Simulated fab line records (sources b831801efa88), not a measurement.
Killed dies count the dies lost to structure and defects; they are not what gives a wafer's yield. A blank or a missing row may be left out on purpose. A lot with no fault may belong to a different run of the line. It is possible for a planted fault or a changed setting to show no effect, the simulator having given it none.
fab line records	flow sky130
[record] lots = 11	wafers = 33	last_day = 49
route steps=708 shown VIA4@658 METAL5@664 PASSIVATION@683 PAD_OPEN@708
lots with no fault: from the same line, run without faults
start_h: the number of hours between the record's first day and the start of the first shown wafer of the lot	wait_h: time in hours since the lot's previous step	" unchanged from the row above	L1.1+2: one row covering several wafers at once	- value missing, or start not given	* or withheld: withheld	< > ~ a bound
route shown NAME@n: NAME is a module with steps in the file, n the number in the route of the first one	usual: average and standard deviation across the fault-free wafers	same: alike in all rows	chamber/n: place in a boat	sites: per-site readings	_std_site: the values' standard deviation	_edge_site: mean of outer sites minus mean of inner sites	radius_mm: how far each site lies from the wafer's centre	mask NAME#n: copy n	behind: the most recent tool/chamber to have shaped the wafer	hold: cause of the lot's hold/its duration in hours/its outcome	device: transistor that didn't switch, given as n, p or np	end of line: the same wafers' tests at the end of the route	for a step that has no rows: nothing shown but its recipe	killed: dies lost to structure and defects at the first sort, not the wafer's yield	map: a wafer's dies, x killed, . not, _ none there
set.NAME: the setting as run; set.NAME@STEP: as run at that earlier step	model.NAME: the simulator's own value behind a step, which no gauge read
the route's steps for a sample of lots (tables are steps, rows are wafers)
services: the hour from which a tool's chamber was out of use, counted from the record's first day as start_h (under 0 if before that day), plus the number of hours and why
[[steps]]
[step SKY_VIA4_RS_MEAS_19]
[recipe] thk_meas_gauge = four-point-probe	reads = W_of_VIA4_CVD_18+TiN_of_VIA4_SPUTTER_17
[usual] VIA4_W_RS = 0.2256/0.0023
lot.wafer	tool	chamber	start_h	wait_h	VIA4_W_RS[ohm/sq]
L342.1	film_metro-03	-	1007.23	0.1	0.2208
L342.4	"	-	"	"	0.2271
L342.6	"	-	"	"	0.2225
L343.1	film_metro-01	-	1044.27	0.1	0.2263
L343.2	"	-	"	"	0.2287
L343.6	"	-	"	"	0.2234
L347.2	film_metro-01	-	1051.56	0.1	0.2239
L347.5	"	-	"	"	0.2234
L347.6	"	-	"	"	0.2246
L346.3	film_metro-01	-	1054.19	0.1	0.2285
L346.4	"	-	"	"	0.2251
L346.5	"	-	"	"	0.2251
L348.3	film_metro-03	-	1060.50	0.1	0.2228
L348.5	"	-	"	"	0.2251
L348.6	"	-	"	"	0.2274
L351.1	film_metro-01	-	1064.64	0.1	0.2234
L351.5	"	-	"	"	0.2246
L351.6	"	-	"	"	0.2265
L352.3	film_metro-01	-	1075.06	0.1	0.2271
L352.5	"	-	"	"	0.2228
L352.6	"	-	"	"	0.2246
L353.1	film_metro-01	-	1076.31	0.1	0.2235
L353.2	"	-	"	"	0.2237
L353.4	"	-	"	"	0.2246
L354.2	film_metro-01	-	1084.90	0.1	0.2287
L354.3	"	-	"	"	0.2278
L354.5	"	-	"	"	0.2241
L359.2	film_metro-01	-	1117.52	0.1	0.2262
L359.4	"	-	"	"	0.2217
L359.6	"	-	"	"	0.2273
L362.1	film_metro-03	-	1127.90	0.1	0.2289
L362.3	"	-	"	"	0.2217
L362.5	"	-	"	"	0.2220
[step SKY_VIA4_CMP_21]
[recipe] stop_on = SiO2	t_overpolish_s = 25	down_force_psi = 3.5	platen_rpm = 58.66	target_thk_nm = 0	pad_velocity_m_s = 0.94248
[usual] motor_current_A = 10.7/1.4	overpolish_run_s = 24.999/0.0093	retaining_ring_pressure_frac = 1.000/0.005	time_to_endpoint_s = 127/5.6
[same] t_overpolish_s = 25
lot.wafer	tool	chamber	start_h	wait_h	motor_current_A	overpolish_run_s	retaining_ring_pressure_frac	time_to_endpoint_s
L342.1	cmp-01	3	1007.46	0.1	9.6	25.005	0.999	134
L342.4	"	1	"	"	9.8	25.004	1.002	120
L342.6	"	2	"	"	12.5	24.988	1.004	131
L343.1	cmp-01	0	1044.55	0.1	9.1	24.996	1.007	121
L343.2	"	1	"	"	10.0	24.996	0.998	116
L343.6	"	2	"	"	12.3	24.999	1.002	129
L347.2	cmp-02	1	1052.06	0.4	12.6	24.992	0.992	135
L347.6	"	0	"	"	9.5	25.004	1.004	120
L347.5	"	1	"	"	12.3	24.994	0.994	133
L346.3	cmp-02	3	1055.01	0.7	9.1	25.017	0.996	124
L346.4	"	1	"	"	12.2	24.992	1.001	131
L346.5	"	3	"	"	9.3	24.997	1.002	124
L348.3	cmp-01	2	1060.64	0.0	12.8	24.987	1.004	126
L348.5	"	2	"	"	12.4	24.982	1.003	123
L348.6	"	3	"	"	10.0	24.993	0.993	125
L351.1	cmp-01	2	1064.87	0.1	12.6	24.993	0.996	131
L351.5	"	1	"	"	10.7	25.002	0.993	121
L351.6	"	2	"	"	12.6	24.998	0.997	128
L352.3	cmp-01	1	1075.25	0.1	9.7	24.986	1.003	122
L352.6	"	0	"	"	9.2	25.005	1.003	126
L352.5	"	1	"	"	9.7	25.005	0.993	122
L353.1	cmp-01	0	1076.49	0.1	8.9	24.985	0.990	123
L353.4	"	1	"	"	10.2	25.010	1.007	123
L353.2	"	3	"	"	10.4	25.003	0.994	131
L354.2	cmp-01	3	1085.38	0.4	10.0	25.001	1.007	135
L354.3	"	0	"	"	9.0	25.002	0.998	127
L354.5	"	2	"	"	12.5	25.008	1.002	137
L359.4	cmp-02	1	1117.68	0.0	12.2	24.991	1.004	140
L359.2	"	0	"	"	9.8	25.010	1.007	126
L359.6	"	2	"	"	12.5	24.996	1.006	129
L362.1	cmp-02	1	1128.08	0.1	11.6	24.987	1.001	133
L362.3	"	0	"	"	9.8	24.983	1.008	128
L362.5	"	2	"	"	13.2	25.006	0.998	132
[step SKY_METAL5_SPUTTER_03]
[recipe] material = Ti	target_thk_nm = 5	power_w = 3000	time_s = 3.3	chamber_pressure_pa = 0.4
[usual] throttle_valve_pct = 29.9/1.6
lot.wafer	tool	chamber	start_h	wait_h	throttle_valve_pct
L342.1	pvd_sputter-02	-	1007.81	0.0	31.7
L342.4	"	-	"	"	25.9
L342.6	"	-	"	"	31.4
L343.1	pvd_sputter-02	-	1044.85	0.0	28.6
L343.2	"	-	"	"	30.4
L343.6	"	-	"	"	25.8
L347.2	pvd_sputter-03	-	1052.41	0.0	31.0
L347.5	"	-	"	"	30.1
L347.6	"	-	"	"	30.7
L346.3	pvd_sputter-03	-	1055.41	0.0	30.7
L346.4	"	-	"	"	30.1
L346.5	"	-	"	"	29.5
L348.3	pvd_sputter-01	-	1061.04	0.0	30.8
L348.5	"	-	"	"	29.2
L348.6	"	-	"	"	31.1
L351.1	pvd_sputter-01	-	1065.22	0.0	30.7
L351.5	"	-	"	"	31.1
L351.6	"	-	"	"	29.3
L352.3	pvd_sputter-03	-	1075.60	0.0	30.2
L352.5	"	-	"	"	29.9
L352.6	"	-	"	"	29.4
L353.1	pvd_sputter-02	-	1076.89	0.0	28.8
L353.2	"	-	"	"	30.4
L353.4	"	-	"	"	26.1
L354.2	pvd_sputter-02	-	1085.68	0.0	30.3
L354.3	"	-	"	"	31.7
L354.5	"	-	"	"	30.2
L359.2	pvd_sputter-02	-	1118.08	0.0	30.2
L359.4	"	-	"	"	30.2
L359.6	"	-	"	"	25.8
L362.1	pvd_sputter-02	-	1128.48	0.0	28.8
L362.3	"	-	"	"	31.5
L362.5	"	-	"	"	26.0
[step SKY_PASSIVATION_CVD_02]
[recipe] material = Si3N4	target_thk_nm = 540	temp_c = 400	time_s = withheld	rf_w = 450
[usual] heater_power_w = 729/80
lot.wafer	tool	chamber	start_h	wait_h	heater_power_w
L342.1	pecvd-02	2	1031.35	0.1	840
L342.4	"	1	"	"	803
L342.6	"	2	"	"	687
L343.1	pecvd-04	0	1067.82	0.1	791
L343.2	"	2	"	"	684
L343.6	"	1	"	"	567
L347.2	pecvd-02	2	1074.81	0.0	839
L347.5	"	2	"	"	700
L347.6	"	0	"	"	640
L346.3	pecvd-04	0	1077.11	0.0	807
L346.4	"	1	"	"	712
L346.5	"	2	"	"	695
L348.3	pecvd-01	2	1083.27	0.0	766
L348.5	"	1	"	"	738
L348.6	"	0	"	"	741
L351.1	pecvd-01	1	1086.09	0.1	624
L351.5	"	0	"	"	700
L351.6	"	2	"	"	793
L352.3	pecvd-01	1	1097.14	0.0	779
L352.5	"	2	"	"	821
L352.6	"	0	"	"	702
L353.1	pecvd-04	0	1098.89	0.1	825
L353.2	"	2	"	"	630
L353.4	"	2	"	"	638
L354.2	pecvd-01	0	1106.91	0.0	710
L354.3	"	2	"	"	850
L354.5	"	0	"	"	732
L359.2	pecvd-04	0	1137.67	0.0	827
L359.4	"	0	"	"	675
L359.6	"	1	"	"	694
L362.1	pecvd-04	2	1148.54	0.1	649
L362.3	"	2	"	"	653
L362.5	"	0	"	"	819
[step SKY_PASSIVATION_THK_MEAS_03]
[recipe] reads = Si3N4_of_PASSIVATION_CVD_02
[usual] PASSIVATION_CVD_02_THK = 543/7.5
lot.wafer	tool	chamber	start_h	wait_h	hold	PASSIVATION_CVD_02_THK[nm]
L342.1	film_metro-03	-	1031.57	-	-	546
L342.4	"	-	"	"	-	553
L342.6	"	-	"	"	-	559
L343.1	film_metro-02	-	1068.05	-	-	533
L343.2	"	-	"	"	-	545
L343.6	"	-	"	"	-	551
L347.2	film_metro-04	-	1075.04	-	-	543
L347.5	"	-	"	"	-	552
L347.6	"	-	"	"	-	554
L346.3	film_metro-03	-	1077.36	-	-	532
L346.4	"	-	"	"	-	536
L346.5	"	-	"	"	-	546
L348.3	film_metro-03	-	1083.52	-	-	535
L348.5	"	-	"	"	-	536
L348.6	"	-	"	"	-	542
L351.1	film_metro-04	-	1086.32	-	-	531
L351.5	"	-	"	"	-	546
L351.6	"	-	"	"	-	536
L352.3	film_metro-04	-	1097.39	-	await_dispo/0.2h/release	622
L352.5	"	-	"	"	await_dispo/0.2h/release	549
L352.6	"	-	"	"	await_dispo/0.2h/release	550
L352.3	film_metro-04	-	1097.61	0.2	-	622
L352.5	"	-	"	"	-	549
L352.6	"	-	"	"	-	551
L353.1	film_metro-03	-	1099.12	-	-	529
L353.2	"	-	"	"	-	544
L353.4	"	-	"	"	-	551
L354.2	film_metro-03	-	1107.14	-	await_dispo/0.2h/release	633
L354.3	"	-	"	"	await_dispo/0.2h/release	627
L354.5	"	-	"	"	await_dispo/0.2h/release	553
L354.2	film_metro-03	-	1107.37	0.2	-	632
L354.3	"	-	"	"	-	627
L354.5	"	-	"	"	-	552
L359.2	film_metro-03	-	1137.91	-	-	540
L359.4	"	-	"	"	-	544
L359.6	"	-	"	"	-	549
L362.1	film_metro-02	-	1148.87	-	-	543
L362.3	"	-	"	"	-	550
L362.5	"	-	"	"	-	539
[step SKY_PAD_OPEN_PROBE_99]
[usual] defect_limited_yield = 82.7/2	killed_at_M0_to_M3 = 43/7.4	killed_at_M4_up = 3.5/2.1	killed_at_contacts = 24/5.4	killed_at_front_end = 15/4.7	killed_at_other = 0.2/0.44	killed_dies = 85/10	killed_open = 47/7.1	killed_short = 38/7	sort_bin_3_pad_short = 0.9/0.41	sort_bin_5_function = 10.4/1.6	sort_bin_6_memory = 6.1/1.1	sort_n_pass = 407/10	sort_yield_pct = 82.7/2
[same] gross_dies = 492	killed_at_back_side = 0	sort_bin_4_leakage[%] = 0	sort_bin_8_speed[%] = 0
lot.wafer	tool	chamber	start_h	wait_h	defect_limited_yield[%]	killed_at_M0_to_M3	killed_at_M4_up	killed_at_contacts	killed_at_front_end	killed_at_other	killed_dies	killed_open	killed_short	sort_bin_3_pad_short[%]	sort_bin_5_function[%]	sort_bin_6_memory[%]	sort_n_pass	sort_yield_pct[%]
L348.3	prober-02	-	1127.48	0.2	81.5	32	7	24	28	0	91	50	41	1.2	10.8	6.5	401	81.5
L348.5	prober-02	-	1127.58	0.2	80.9	40	5	33	15	1	94	62	32	1.0	10.8	7.3	398	80.9
L348.6	prober-02	-	1127.63	0.2	84.6	37	2	24	13	0	76	44	32	0.4	8.7	6.3	416	84.6
L353.1	prober-02	-	1141.71	0.1	85.0	38	1	22	13	0	74	45	29	1.0	8.3	5.7	418	85.0
L353.2	prober-02	-	1141.76	0.1	78.5	43	7	20	36	0	106	58	48	0.8	13.6	7.1	386	78.5
L353.4	prober-02	-	1141.86	0.2	81.5	44	2	31	14	0	91	52	39	1.0	12.2	5.3	401	81.5
L354.2	prober-01	-	1149.54	0.1	85.2	36	0	25	12	0	73	42	31	0.8	9.1	4.9	419	85.2
L354.3	prober-01	-	1149.59	0.2	84.1	41	5	21	11	0	78	51	27	0.4	10.2	5.3	414	84.1
L354.5	prober-01	-	1149.69	0.2	82.9	37	3	27	16	1	84	51	33	0.2	9.8	7.1	408	82.9
L359.2	prober-02	-	1176.03	0.1	80.7	60	5	23	7	0	95	50	45	0.8	12.0	6.5	397	80.7
L359.4	prober-02	-	1176.13	0.2	81.3	49	2	21	20	0	92	55	37	1.0	12.2	5.5	400	81.3
L359.6	prober-02	-	1176.23	0.2	83.5	32	4	24	21	0	81	47	34	0.4	10.6	5.5	411	83.5
// killed by level:class
L348.3 LI_CONTACT:geometric_particle:open=9 FIELD_ISO:geometric_particle:open=7 CONTACT:geometric_particle:open=7 POLY_GATE:geometric_particle:short=6 LOCAL_INTERCONNECT:geometric_particle:short=6 POLY_GATE:geometric_particle:open=5 VIA2:geometric_particle:open=5 FIELD_ISO:geometric_particle:short=4
L348.5 CONTACT:geometric_particle:open=16 VIA1:geometric_particle:open=10 LI_CONTACT:geometric_particle:open=8 CONTACT:geometric_particle:short=7 VIA3:geometric_particle:open=7 VIA2:geometric_particle:open=7 FIELD_ISO:geometric_particle:short=4 FIELD_ISO:geometric_particle:open=4
L348.6 CONTACT:geometric_particle:open=12 VIA1:geometric_particle:open=9 METAL1:geometric_particle:short=5 VIA1:geometric_particle:short=5 VIA3:geometric_particle:open=5 VIA2:geometric_particle:open=4 LI_CONTACT:geometric_particle:open=4 FIELD_ISO:geometric_particle:open=3
L353.1 VIA2:geometric_particle:open=9 CONTACT:geometric_particle:open=8 LI_CONTACT:geometric_particle:open=6 VIA3:geometric_particle:short=6 POLY_GATE:geometric_particle:open=5 VIA1:geometric_particle:open=5 FIELD_ISO:geometric_particle:open=4 METAL1:geometric_particle:short=4
L353.2 VIA1:geometric_particle:open=18 FIELD_ISO:geometric_particle:open=10 CONTACT:geometric_particle:open=10 POLY_GATE:geometric_particle:short=10 FIELD_ISO:geometric_particle:short=7 VIA1:geometric_particle:short=7 METAL4:geometric_particle:short=5 SPACER:geometric_particle:open=4
L353.4 LI_CONTACT:geometric_particle:open=12 VIA1:geometric_particle:open=10 VIA2:geometric_particle:open=9 CONTACT:geometric_particle:open=7 CONTACT:geometric_particle:short=6 METAL1:geometric_particle:short=6 SPACER:geometric_particle:short=4 LI_CONTACT:geometric_particle:short=4
L354.2 CONTACT:geometric_particle:open=15 VIA1:geometric_particle:open=6 VIA2:geometric_particle:short=5 VIA2:geometric_particle:open=5 FIELD_ISO:geometric_particle:short=4 CONTACT:geometric_particle:short=4 METAL1:geometric_particle:short=4 LI_CONTACT:geometric_particle:open=3
L354.3 VIA1:geometric_particle:open=13 CONTACT:geometric_particle:open=8 VIA3:geometric_particle:open=7 LI_CONTACT:geometric_particle:open=7 VIA2:geometric_particle:open=5 METAL1:geometric_particle:short=5 FIELD_ISO:geometric_particle:open=4 FIELD_ISO:geometric_particle:short=3
L354.5 CONTACT:geometric_particle:open=10 VIA1:geometric_particle:open=9 LI_CONTACT:geometric_particle:open=6 CONTACT:geometric_particle:short=6 FIELD_ISO:geometric_particle:open=5 VIA3:geometric_particle:open=5 VIA2:geometric_particle:open=5 METAL1:geometric_particle:open=4
L359.2 VIA1:geometric_particle:open=21 METAL1:geometric_particle:short=10 VIA2:geometric_particle:open=8 LOCAL_INTERCONNECT:geometric_particle:short=8 LI_CONTACT:geometric_particle:open=6 FIELD_ISO:geometric_particle:short=5 CONTACT:geometric_particle:open=5 METAL2:geometric_particle:short=5
L359.4 VIA1:geometric_particle:open=12 VIA3:geometric_particle:open=9 LI_CONTACT:geometric_particle:open=7 CONTACT:geometric_particle:open=6 POLY_GATE:geometric_particle:open=5 POLY_GATE:geometric_particle:short=5 METAL2:geometric_particle:open=5 METAL2:geometric_particle:short=5
L359.6 POLY_GATE:geometric_particle:open=8 VIA1:geometric_particle:open=8 CONTACT:geometric_particle:open=8 LOCAL_INTERCONNECT:geometric_particle:short=7 FIELD_ISO:geometric_particle:short=6 VIA2:geometric_particle:open=6 LI_CONTACT:geometric_particle:open=6 METAL1:geometric_particle:short=6
[[services]]
tool	chamber	start_h	hours	kind
cmp-01	-	992.07	5.0	repair
pecvd-04	1	999.38	-	clean
pecvd-04	-	1000.50	2.4	repair
pecvd-02	2	1003.80	13.5	repair
pecvd-02	-	1040.91	6.0	pm
pecvd-04	0	1041.12	4.8	repair
cmp-01	-	1051.21	6.8	repair
pecvd-02	-	1059.39	1.7	repair
cmp-01	-	1064.25	0.4	repair
pvd_sputter-01	-	1075.31	11.5	repair
pvd_sputter-03	-	1079.40	2.8	repair
pecvd-01	-	1082.45	0.7	repair
cmp-02	-	1084.00	4.0	pm
pvd_sputter-03	-	1091.87	2.5	repair
cmp-02	-	1093.36	9.0	pm
pvd_sputter-02	3	1104.03	-	consumable_replace:kit
pvd_sputter-02	3	1104.03	18.0	scheduled_down
pvd_sputter-02	3	1104.03	18.0	vent_cycle
cmp-01	-	1112.49	6.2	pm
pecvd-04	1	1118.22	16.6	repair
cmp-02	-	1132.40	14.0	pm
pecvd-04	1	1139.85	19.6	repair
pecvd-02	0	1147.41	8.6	repair
cmp-02	-	1148.19	1.4	repair
[[key]]
[first_sign] step = SKY_PASSIVATION_THK_MEAS_03	reading = visit	direction = added
[effect] step = SKY_PASSIVATION_THK_MEAS_03	reading = PASSIVATION_CVD_02_THK	direction = up	sigmas = 11	usual = 543	struck = 627
met_at SKY_PASSIVATION_CVD_02
struck_lots L352,L354
struck_wafers L352.3,L354.2,L354.3
not_acting_at SKY_VIA4_RS_MEAS_19,SKY_VIA4_CMP_21,SKY_METAL5_SPUTTER_03
onset_between 1086.09 1097.14
[fault] kind = process_parameter_drift	tool = pecvd-01	chamber = -	onset_h = 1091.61	steps = SKY_PASSIVATION_CVD_02	channel = time_s	offset = withheld	shape = step	end_h = 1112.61	scope = struck_wafers_only	acts_in = *
